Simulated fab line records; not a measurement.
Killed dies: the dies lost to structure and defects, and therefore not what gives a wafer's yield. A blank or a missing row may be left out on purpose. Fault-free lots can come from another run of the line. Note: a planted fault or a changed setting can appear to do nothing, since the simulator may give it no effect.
Which tool is to blame? -- flow sky130 -- 19 wafers sampled from 7 lots at 1 step of a route of 708

## WHAT THE GAUGES READ, wafer by wafer
SKY_VT_ADJUST_LVTN_TW_MEAS_10.
lot,measured,on,VT_ADJUST_LVTN_TW
L804,day 7 14:47,film-metro-01,242.7 244.8 243.6
L806,day 8 00:52,film-metro-01,244.3 243.6 243.6
L810,day 9 00:36,film-metro-03,242.8 242.2
L812,day 9 13:01,film-metro-03,241.6 243.7
L820,day 11 21:50,film-metro-01,242.8 244.6 243.7
L823,day 12 16:16,film-metro-04,242.5 241.6 242.5
L825,day 13 04:55,film-metro-01,244.1 243.9 244.3

## EACH LOT AND THE TOOL THAT RAN IT (in order: tool; ch and the chambers of the sampled wafers; start)
Record: no process step prior to these readings.

## THE ANSWER, worked out from the rows above alone
Rule: the usual values come from the lots themselves. Put in order of their means at a reading, lots are off if they are a third of the lots or fewer, leave a main group of 4 or more, and stand apart from it by a gap of 3 or more times the standard deviation of the main group's means; of several such gaps the widest counts. A main group is skipped when, at the precision printed for the reading in the tables above, its means are all equal. Also off: a lot with no number at a reading for which 4 or more lots have one. The other lots that the step has rows for count as sound.
No lot is off at any reading shown: from this, nothing can be told.

## WHAT THE SIMULATOR HAD INSERTED
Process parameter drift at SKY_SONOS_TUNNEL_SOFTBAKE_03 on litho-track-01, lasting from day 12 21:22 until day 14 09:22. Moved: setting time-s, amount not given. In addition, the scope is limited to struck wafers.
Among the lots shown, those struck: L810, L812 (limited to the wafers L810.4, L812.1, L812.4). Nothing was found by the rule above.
